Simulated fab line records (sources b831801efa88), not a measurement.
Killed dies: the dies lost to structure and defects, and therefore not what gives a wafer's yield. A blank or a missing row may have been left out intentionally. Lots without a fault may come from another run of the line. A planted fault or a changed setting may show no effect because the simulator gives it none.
Matching of chambers ; flow sky130 ; rie_diel-01 running SKY_VIA4_ETCH_12: 4 sister chambers
The step etches SiO2 in C4F8/O2/Ar, stops on TiN, target depth 580 nm. 4 wafers are shown with their chamber, then 7 later ones without.

## EACH WAFER AND ITS CHAMBER
wafer;chamber;oes_product_au (a.u.)
L334.4;0;0.936
L338.1;1;0.918
L339.2;3;0.922
L339.5;2;0.921

## WAFERS WITH NO CHAMBER GIVEN
wafer;oes_product_au (a.u.)
L339.6;0.927
L341.1;0.925
L341.4;0.934
L341.6;0.921
L342.2;0.930
L342.5;0.924
L342.6;0.921

## THE CHAMBER EACH PASSED THROUGH
wafer;from the rows above;in truth
L339.6;can't be placed: 3 or 2 or 0 or 1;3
L341.1;can't be placed: 3 or 2 or 1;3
L341.4;0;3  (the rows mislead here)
L341.6;can't be placed: 2 or 3 or 1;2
L342.2;can't be placed: 0 or 3 or 2 or 1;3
L342.5;can't be placed: 3 or 2 or 1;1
L342.6;can't be placed: 2 or 3 or 1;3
Correctly placed: 0 of 7. Not placeable from these rows: 6 (in 6, the candidates include the true chamber). Placed wrongly: 1.
How it was worked out, from the rows above alone: a wafer's distance from a chamber is the root of the sum, over the readings, of the square of ((its reading less the chamber's mean) divided by the reading's scatter). If the next closest chamber is less than 2 further off than the closest, the wafer can't be placed; otherwise it belongs to the closest. A chamber's mean is the mean of its shown wafers. The scatter (one wafer shown for each chamber): square how far every hidden wafer sits from the nearest shown wafer, average those squares and take the square root.
